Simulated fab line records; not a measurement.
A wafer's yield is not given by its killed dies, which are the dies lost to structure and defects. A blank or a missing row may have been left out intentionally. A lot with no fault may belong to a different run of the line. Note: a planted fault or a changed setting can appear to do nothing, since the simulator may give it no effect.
Matching of chambers	flow sky130	pecvd-02 running SKY_PASSIVATION_CVD_00: 3 sister chambers
The step deposits SiO2, target thk 90 nm. 16 wafers are shown with their chamber, then 8 later ones without.

== EACH WAFER AND ITS CHAMBER ==
wafer	chamber	heater_power_w (W)
L081.3	0	593
L081.4	2	743
L081.5	1	707
L083.2	2	770
L083.3	0	628
L083.4	0	632
L085.3	1	684
L085.4	2	757
L085.5	0	622
L090.1	0	626
L090.4	0	644
L090.5	1	674
L091.2	2	719
L091.4	1	557
L091.5	2	730
L093.3	2	664

SIGNATURES (averages over the wafers above)
reading	chamber 0	chamber 1	chamber 2	scatter within a chamber
heater_power_w	624.17	655.50	730.50	41.1
Rule: for a wafer and a chamber, the distance is found by dividing, reading by reading, the gap between the wafer's reading and the chamber's mean by the reading's scatter, squaring, summing and taking the root. If the next closest chamber is less than 2 further off than the closest, the wafer can't be placed; otherwise it belongs to the closest. The scatter is the square root of a quotient: the sum, over the shown wafers, of each reading's squared deviation from its chamber's mean, divided by wafers minus chambers.

== WAFERS WITHOUT THEIR CHAMBER ==
wafer	heater_power_w (W)
L093.4	593
L093.5	672
L097.1	669
L097.2	746
L097.3	672
L097.4	746
L097.5	656
L097.6	665

== WHICH CHAMBER EACH ONE RAN IN ==
wafer	from the rows above	in truth
L093.4	can't be placed: 0 or 1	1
L093.5	can't be placed: 1 or 0 or 2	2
L097.1	can't be placed: 1 or 0 or 2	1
L097.2	can't be placed: 2 or 1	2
L097.3	can't be placed: 1 or 0 or 2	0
L097.4	can't be placed: 2 or 1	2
L097.5	can't be placed: 1 or 0 or 2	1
L097.6	can't be placed: 1 or 0 or 2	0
Placed correctly: 0 of 8. Cannot be placed on the basis of these rows: 8; the candidates contain the true chamber in 8. 0 placed wrongly.
